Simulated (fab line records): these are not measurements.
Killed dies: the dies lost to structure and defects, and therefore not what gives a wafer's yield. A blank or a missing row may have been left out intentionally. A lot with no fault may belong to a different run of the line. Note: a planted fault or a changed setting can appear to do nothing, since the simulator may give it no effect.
A struck lot beside a sound one ; flow sky130 ; 16 steps out of a route of 708
Sound: these wafers, L843.2, L843.3, L843.5. Wafers L847.1, L847.3, L847.5 were the ones struck. The cause is named last.
At each step with rows: each side's tool, then ch and its chambers, then its first start. Under that, the readings that differ: sound wafers ; struck wafers ; difference of the means ; sigmas: that difference in standard deviations of wafers without a fault.
alike: readings whose means differ by less than 2 such deviations, and words and numbers that are the same on both sides. not compared: withheld readings, readings that some wafer has no value for, bounds like >300 that may hide the same value, and numbers for which the record gives no deviation and whose values overlap.
A row with sigmas, a row that says differs or no value, or rows on one side alone: a step with any of these is where the two part. Non-overlapping numbers with no deviation appear without sigmas and do not part them. Lack of a reading on every wafer of one side parts them only where that side has two or more wafers.

SKY_VT_ADJUST_HVTP_OVL_MEAS_08:
  sound: overlay-01 at day 6 10:34; struck: overlay-01 at day 7 18:03
  alike: VT_ADJUST_HVTP_OVL
then, 1 step without rows for these wafers: SKY_VT_ADJUST_HVTP_IMPLANT_09.
SKY_VT_ADJUST_HVTP_STRIP_10: strips in O2/N2.
  sound on plasma_asher-01 ch 1, day 6 10:44; struck on plasma_asher-01 ch 0,1, day 7 18:14
  alike: chamber_pressure_mTorr, drypump_motor_current_A, oes_product_au, strip_time_to_endpoint_s
  not compared: rf_hours_counter_h
SKY_VT_ADJUST_HVTP_TW_MEAS_11:
  sound: film_metro-04 at day 6 10:51; struck: film_metro-01 at day 7 18:20
  alike: VT_ADJUST_HVTP_TW
then, 7 steps without rows for these wafers: SKY_VT_ADJUST_LVTN_DEHYDRATE_00 (time 60 s); SKY_VT_ADJUST_LVTN_HMDS_01 (prime time 60 s); SKY_VT_ADJUST_LVTN_COAT_02 (resist thk 3000 nm); SKY_VT_ADJUST_LVTN_SOFTBAKE_03; SKY_VT_ADJUST_LVTN_EXPOSE_04 (exposes mask NWM COMPLEMENT LESS NATIVE, target cd 840 nm); SKY_VT_ADJUST_LVTN_PEB_05; SKY_VT_ADJUST_LVTN_DEVELOP_06 (develop time 60 s).
SKY_VT_ADJUST_LVTN_OVL_MEAS_07:
  sound: overlay-01 at day 7 07:01; struck: overlay-01 at day 8 14:58
  alike: VT_ADJUST_LVTN_OVL
SKY_VT_ADJUST_LVTN_IMPLANT_08:
  sound on implanter-01 ch 0, day 7 07:04; struck on implanter-03 ch 0, day 8 14:59
reading;sound;struck;difference;sigmas
implant_ion_amu;11 11 11;31 31 31;+20;
model.implant.rp_nm (nm);96.17 96.17 96.17;36.06 36.06 36.06;-60.11;
model.implant.drp_nm (nm);42.97 42.97 42.97;16.56 16.56 16.56;-26.41;
SKY_VT_ADJUST_LVTN_STRIP_09: strips in O2/N2.
  sound on plasma_asher-04 ch 0, day 7 07:12; struck on plasma_asher-04 ch 0,1, day 8 15:08
  alike: chamber_pressure_mTorr, drypump_motor_current_A, oes_product_au, strip_time_to_endpoint_s
  not compared: rf_hours_counter_h
SKY_VT_ADJUST_LVTN_TW_MEAS_10:
  sound: film_metro-04 at day 7 07:19; struck: film_metro-03 at day 8 15:14
reading;sound;struck;difference;sigmas
VT_ADJUST_LVTN_TW;240.7 240.0 239.8;479.5 475.1 476.0;+236.7;+99 or more
then, 1 step without rows for these wafers: SKY_VT_ADJUST_LVTN_DEHYDRATE_11 (time 60 s).

== WHERE THEY PART ==
Only at SKY_VT_ADJUST_LVTN_TW_MEAS_10, as far as this record shows.

WHY: what had been put in by the simulator
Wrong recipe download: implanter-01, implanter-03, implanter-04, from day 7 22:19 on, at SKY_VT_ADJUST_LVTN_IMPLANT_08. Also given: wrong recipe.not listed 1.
